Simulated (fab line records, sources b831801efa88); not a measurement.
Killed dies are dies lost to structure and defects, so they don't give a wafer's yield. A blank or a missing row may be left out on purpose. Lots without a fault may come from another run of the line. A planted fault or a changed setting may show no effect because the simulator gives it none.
A struck lot beside a sound one | flow gf180mcu | 43 steps out of a route of 602
Sound: wafers L910.1, L910.2, L910.4. Struck: wafers L902.1, L902.5, L902.6. The cause comes at the end.
At each step with rows: each side's tool, then ch and its chambers, then its first start. Under that, the readings that differ: sound wafers | struck wafers | difference of the means | sigmas: that difference in standard deviations of wafers without a fault.
alike: readings whose means differ by less than 2 such deviations, and words and numbers that are the same on both sides. not compared: withheld readings, readings that some wafer has no value for, bounds like >300 that may hide the same value, and numbers for which the record gives no deviation and whose values overlap.
The two part at a step that has a row with sigmas, a row that says differs or no value, or rows on one side only. Numbers that don't overlap but have no deviation are shown without sigmas and don't part them. A reading that every wafer of one side lacks parts them only if that side has two wafers or more.

first, 2 steps without rows for these wafers: GF_VT_IMPLANT_PEB_38; GF_VT_IMPLANT_DEVELOP_39 (develop time 60 s).
GF_VT_IMPLANT_OVL_MEAS_40:
  sound on overlay-01, day 11 16:10; struck on overlay-01, day 9 13:19
  alike: VT_IMPLANT_03_OVL
then, 1 step without rows for these wafers: GF_VT_IMPLANT_IMPLANT_41.
GF_VT_IMPLANT_STRIP_42: strips in O2/N2.
  sound on plasma_asher-04 ch 0,1, day 11 16:21; struck on plasma_asher-04 ch 0,1, day 9 13:30
  alike: drypump_motor_current_A, heater_power_w, oes_product_au, strip_time_to_endpoint_s
  not compared: rf_hours_counter_h
GF_VT_IMPLANT_TW_MEAS_43:
  sound on film_metro-02, day 11 16:27; struck on film_metro-02, day 9 13:36
  alike: VT_IMPLANT_4_TW
then, 1 step without rows for these wafers: GF_VT_IMPLANT_CLEAN_44 (cleans in SC1/SC2, time 150 s).
GF_VT_IMPLANT_RTA_45: time 30 s.
  sound on rtp_anneal-01 ch 0, day 11 16:34; struck on rtp_anneal-01 ch 0, day 9 13:43
  alike: lamp_power_pct, wafer_temp_C_max
GF_VT_IMPLANT_RS_MEAS_46: measures by four-point-probe.
  sound on film_metro-04, day 11 16:40; struck on film_metro-04, day 9 13:49
  alike: MVSD_RS
GF_VT_IMPLANT_RS_MEAS_47: measures by four-point-probe.
  sound on film_metro-04, day 11 16:47; struck on film_metro-04, day 9 13:56
  alike: NWELL_RS
GF_VT_IMPLANT_RS_MEAS_48: measures by four-point-probe.
  sound on film_metro-04, day 11 16:54; struck on film_metro-04, day 9 14:03
  alike: LVPWELL_RS
GF_VT_IMPLANT_RS_MEAS_49: measures by four-point-probe.
  sound on film_metro-04, day 11 17:01; struck on film_metro-04, day 9 14:10
  reading           | sound          | struck         | difference | sigmas
  MVPSD_RS (ohm/sq) | 1171 1174 1174 | 1164 1163 1163 | -10        | -3
GF_VT_IMPLANT_WET_ETCH_50: etches SiO2 in dHF, target depth 20 nm, time 400 s.
  sound on wet_bench-03 ch 2, day 11 17:08; struck on wet_bench-04 ch 2, day 9 14:17
  alike: bath_heat_duty_pct
then, 3 steps without rows for these wafers: GF_DUAL_GATE_CLEAN_00 (cleans in SC1/SC2, time 150 s); GF_DUAL_GATE_CLEAN_01 (cleans in dHF, time 20 s); GF_DUAL_GATE_OXIDATION_02 (stabilise 600 s, purge 300 s, target thk 10.887 nm).
GF_DUAL_GATE_THK_MEAS_03:
  sound on film_metro-04, day 11 18:46; struck on film_metro-01, day 9 15:58
  alike: DUAL_GATE_OXIDATION_00_THK
then, 7 steps without rows for these wafers: GF_DUAL_GATE_DEHYDRATE_04 (time 60 s); GF_DUAL_GATE_HMDS_05 (prime time 60 s); GF_DUAL_GATE_COAT_06 (resist thk 1000 nm); GF_DUAL_GATE_SOFTBAKE_07 (time 60 s); GF_DUAL_GATE_EXPOSE_08 (exposes mask Dualgate, target cd 700 nm); GF_DUAL_GATE_PEB_09; GF_DUAL_GATE_DEVELOP_10 (develop time 60 s).
GF_DUAL_GATE_OVL_MEAS_11:
  sound on overlay-01, day 12 13:35; struck on overlay-02, day 10 09:34
  alike: DUAL_GATE_OVL
then, 1 step without rows for these wafers: GF_DUAL_GATE_WET_ETCH_12 (etches SiO2 in dHF, target depth 13 nm, time 260 s).
GF_DUAL_GATE_STRIP_13: strips in O2/N2.
  sound on plasma_asher-02 ch 0,1, day 12 13:41; struck on plasma_asher-04 ch 0,1, day 10 09:41
  reading            | sound       | struck      | difference | sigmas
  heater_power_w (W) | 375 372 388 | 321 313 318 | -61        | -2
  alike: drypump_motor_current_A, oes_product_au, strip_time_to_endpoint_s
  not compared: rf_hours_counter_h
then, 3 steps without rows for these wafers: GF_DUAL_GATE_CLEAN_14 (cleans in SC1/SC2, time 150 s); GF_DUAL_GATE_OXIDATION_15 (stabilise 600 s, purge 300 s, target thk 7.098 nm); GF_POLY_GATE_CVD_00 (deposits poly-Si, target thk 200 nm, time 1200 s).
GF_POLY_GATE_THK_MEAS_01:
  sound on film_metro-02, day 12 17:34; struck on film_metro-02, day 10 13:53
  alike: POLY_GATE_CVD_00_THK
then, 8 steps without rows for these wafers: GF_POLY_GATE_DEHYDRATE_02 (time 60 s); GF_POLY_GATE_HMDS_03 (prime time 60 s); GF_POLY_GATE_COAT_04; GF_POLY_GATE_COAT_05 (resist thk 700 nm); GF_POLY_GATE_SOFTBAKE_06 (time 60 s); GF_POLY_GATE_EXPOSE_07 (exposes mask Poly2, target cd 280 nm); GF_POLY_GATE_PEB_08 (peb time 90 s); GF_POLY_GATE_DEVELOP_09 (develop time 60 s).
GF_POLY_GATE_CD_MEAS_10: target cd 280 nm.
  sound on cd_sem-01, day 13 13:07; struck on cd_sem-01, day 11 08:02
  alike: cd_nm
GF_POLY_GATE_OVL_MEAS_11:
  sound on overlay-01, day 13 13:14; struck on overlay-01, day 11 08:09
  alike: POLY_GATE_OVL
GF_POLY_GATE_ETCH_12: etches BARC in N2/H2.
  sound on rie_diel-03 ch 1,2,3, day 13 13:16; struck on rie_diel-03 ch 0,1,3, day 11 08:11
  alike: drypump_motor_current_A, oes_product_au, throttle_valve_pct
-- the record jumps here: 20 days lie between the struck wafers' starts before and after (it left off in module POLY_GATE and takes up again in module PASSIVATION, whose first step shown is number 602 of the route) --
GF_PASSIVATION_PROBE_99:
  the record has rows for the struck wafers here (prober-02, day 31 04:34) and none for the sound ones

WHERE THEY PART
First at GF_VT_IMPLANT_RS_MEAS_49; last, within this record, at GF_PASSIVATION_PROBE_99.

WHY: what the simulator had put in
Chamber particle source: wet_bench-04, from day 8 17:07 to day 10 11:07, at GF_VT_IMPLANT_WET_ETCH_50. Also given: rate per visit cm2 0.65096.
